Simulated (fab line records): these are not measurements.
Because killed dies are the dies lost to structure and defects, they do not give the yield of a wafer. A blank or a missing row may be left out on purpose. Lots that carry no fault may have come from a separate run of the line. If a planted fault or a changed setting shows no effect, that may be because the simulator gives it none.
Which tool is to blame?	flow sky130	Sampling: 7 lots, 21 wafers, 3 of 708 route steps

## WHAT THE GAUGES SHOWED, per wafer
SKY_VT_ADJUST_HVTP_CD_MEAS_07 targets a cd of 380 nm.
lot	measured	on	cd_nm (nm)
L733	day 6 14:33	cd_sem-02	373.4 374.8 375.1
L735	day 7 04:51	cd_sem-02	380.4 379.7 378.6
L738	day 7 21:51	cd_sem-01	382.4 380.3 382.3
L740	day 8 15:18	cd_sem-02	381.8 384.9 383.4
L745	day 9 22:32	cd_sem-02	378.7 380.4 378.3
L747	day 10 08:40	cd_sem-01	343.5 341.0 342.2
L750	day 11 01:29	cd_sem-01	383.4 382.1 383.5

## WHICH TOOL RAN EACH LOT (tool, then ch and the chambers of the sampled wafers, then the start)
lot	SKY_NWELL_STRIP_14	SKY_VT_ADJUST_HVTP_EXPOSE_04
L733	plasma_asher-03 ch 0,1, day 5 02:44	iline_stepper-02 ch 0, day 6 05:30
L735	plasma_asher-03 ch 0,1, day 5 15:38	iline_stepper-02 ch 0, day 6 19:20
L738	plasma_asher-01 ch 0,1, day 6 07:05	iline_stepper-01 ch 0, day 7 11:56
L740	plasma_asher-03 ch 0,1, day 6 23:20	iline_stepper-01 ch 0, day 8 05:38
L745	plasma_asher-04 ch 0,1, day 8 04:07	iline_stepper-01 ch 0, day 9 11:31
L747	plasma_asher-04 ch 0,1, day 8 13:00	iline_stepper-02 ch 0, day 9 22:16
L750	plasma_asher-03 ch 0,1, day 9 04:10	iline_stepper-01 ch 0, day 10 14:02
- SKY_NWELL_STRIP_14: strips in O2/N2.
- SKY_VT_ADJUST_HVTP_EXPOSE_04: exposes mask HVTPM, target cd 380 nm.

## THE ANSWER, worked out from the rows above alone
Rule: usual is defined by the lots themselves. The widest of any qualifying gaps counts: lots, ordered by their means at a reading, are off when they make up no more than a third of the lots, leave a main group of 4 or more, and stand apart from it by 3 or more times the standard deviation of that group's means. Not used: any main group whose means are identical at the precision the tables above print for the reading. Also off: a lot with no number at a reading for which 4 or more lots have one. Any other lot the step has rows for is counted as sound.
Off: L747, at SKY_VT_ADJUST_HVTP_CD_MEAS_07 (cd_nm). For the main group the mean is 380.2 nm and the standard deviation 3.
A tool fits if, at a process step before that reading, it ran every lot that is off, and no sound lot after the first of them. The gauges at SKY_VT_ADJUST_HVTP_CD_MEAS_07 are tried like those tools. 2 tools fit, plasma_asher-04 at SKY_NWELL_STRIP_14 and iline_stepper-02 at SKY_VT_ADJUST_HVTP_EXPOSE_04, so this cannot tell which one it is.

## WHAT HAD BEEN PUT IN BY THE SIMULATOR
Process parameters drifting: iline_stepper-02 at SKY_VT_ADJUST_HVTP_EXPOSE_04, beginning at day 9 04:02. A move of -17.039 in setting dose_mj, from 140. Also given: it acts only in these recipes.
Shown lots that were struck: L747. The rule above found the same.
